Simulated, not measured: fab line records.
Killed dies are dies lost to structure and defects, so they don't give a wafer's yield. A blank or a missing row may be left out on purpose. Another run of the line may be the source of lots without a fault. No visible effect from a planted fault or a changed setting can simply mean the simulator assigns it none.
Problem report, 8D (eight disciplines) form, completed by code || flow sky130 || the parts of the form that need people (team, actions taken, sign-off) are left out

## 1. THE PROBLEM
Mean of killed_at_M4_up at SKY_PAD_OPEN_PROBE_99: 28.0 over 2 wafers from 1 lot, against 3.4 (standard deviation 2) on wafers with no fault. Measured from the usual mean, that is +12 standard deviations.
First observed at day 48 22:41: wafer L913.4, on prober-01. The record holds 33 wafers of 11 lots with a number at this step. By rule, "out" or "out of limits" means more than 4 standard deviations away from the usual mean. Any other wafer with a number is counted as sound.

## 2. WHAT IT IS, WHAT IT ISN'T
{"question": "which readings at this step", "is": "killed_at_M4_up", "is not": "killed_at_M0_to_M3, killed-at-contacts, killed-at-front-end, killed-at-other, killed-open, killed-short, sort_bin_6_memory"}
{"question": "which lots", "is": "L913", "is not": "L900, L901, L902, L903, L904, L905, L908, L911, L918, L923"}
{"question": "which wafers of those lots", "is": "L913.4, L913.5", "is not": "L913.2"}
{"question": "read on which tools", "is": "prober-01", "is not": "prober-02"}
{"question": "when", "is": "from day 48 22:41", "is not": "up to then (25 sound wafers); but 6 sound wafers of L918, L923 came after"}

## 3. SUSPECTS, AND WHAT RULES EACH OUT
Counting: if a tool at a process step up to the reading ran every lot that is out, it stays a suspect. Sound lots after the first of them don't rule it out here, since some wafers of a struck lot are sound.
- pvd-sputter-01 at SKY_METAL4_SPUTTER_00 (material Ti, target thk 15 nm, time 10 s): kept. It ran the lot that is out, L913 (day 43 13:23); its last sound lot up to then is L908 (day 42 03:17).
- pvd-sputter-01 at SKY_METAL4_SPUTTER_04 (material TiN, target thk 70 nm, time 58.3 s): kept. It ran the lot that is out, L913 (day 43 13:29); its last sound lot up to then is L908 (day 42 03:23).
- plasma-asher-02 at SKY_METAL4_STRIP_19 (strips in O2/N2): kept. It ran the lot that is out, L913 (day 45 10:54); its last sound lot up to then is L908 (day 44 02:03).
- plasma-asher-04 at SKY_VIA4_STRIP_13 (strips in O2/N2): kept. It ran the lot that is out, L913 (day 46 09:05); its last sound lot up to then is L902 (day 43 11:23).
- prober-01 at SKY_PAD_OPEN_PROBE_99: kept. It ran the lot that is out, L913 (day 48 22:35); its last sound lot up to then is L905 (day 47 03:16). Its own killed_at_M4_up readings are out on those wafers.
- At SKY_METAL4_STRIP_19 on plasma-asher-02, chamber 0 took the sound wafers of the same lots and chamber 1 took the wafers that are out.
Left after counting: pvd-sputter-01 at SKY_METAL4_SPUTTER_00, pvd-sputter-01 at SKY_METAL4_SPUTTER_04, plasma-asher-02 at SKY_METAL4_STRIP_19, plasma-asher-04 at SKY_VIA4_STRIP_13, prober-01 at SKY_PAD_OPEN_PROBE_99.

## 4. THE CAUSE (what the simulator had put in)
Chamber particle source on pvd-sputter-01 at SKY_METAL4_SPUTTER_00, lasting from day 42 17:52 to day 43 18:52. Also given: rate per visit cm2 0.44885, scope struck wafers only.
5 suspects survive the count, and this tool is in that group.

## 5. THE EFFECT CHAIN, in route order
Each row: a reading whose mean over the struck wafers that have a number lies more than 3 standard deviations from the usual. Readings are gone through only where the record gives a usual standard deviation; hours: the median, over the lots, of the time from a lot's start at the first step in this table giving one to that lot's start at this step; sigmas: the change measured in usual standard deviations.
{"hours": 0, "step": "SKY_PAD_OPEN_PROBE_99", "reading": "killed_at_M4_up", "usual": 3.4, "on struck wafers": 28.0, "change": "+24.6", "sigmas": "+12"}
{"hours": 0, "step": "SKY_PAD_OPEN_PROBE_99", "reading": "sort_bin_3_pad_short", "usual": "0.8 %", "on struck wafers": 2.3, "change": "+1.5", "sigmas": "+4.1"}
It contains these process steps:
- SKY_PAD_OPEN_PROBE_99

## 6. HOW IT WOULD HAVE BEEN CAUGHT EARLIER
First out-of-limits reading in this record: day 48 22:41, which is 149 hours after fault onset at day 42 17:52.
Of the tool readings at SKY_METAL4_SPUTTER_00 for which the record gives a usual standard deviation, none was out on any struck wafer, so an alarm limit of 4 standard deviations on them would not have fired.
By day 48 22:41, every lot that is out (1) had started SKY_METAL4_SPUTTER_00 on pvd-sputter-01. A hold on the tool at that time would have spared none of them.
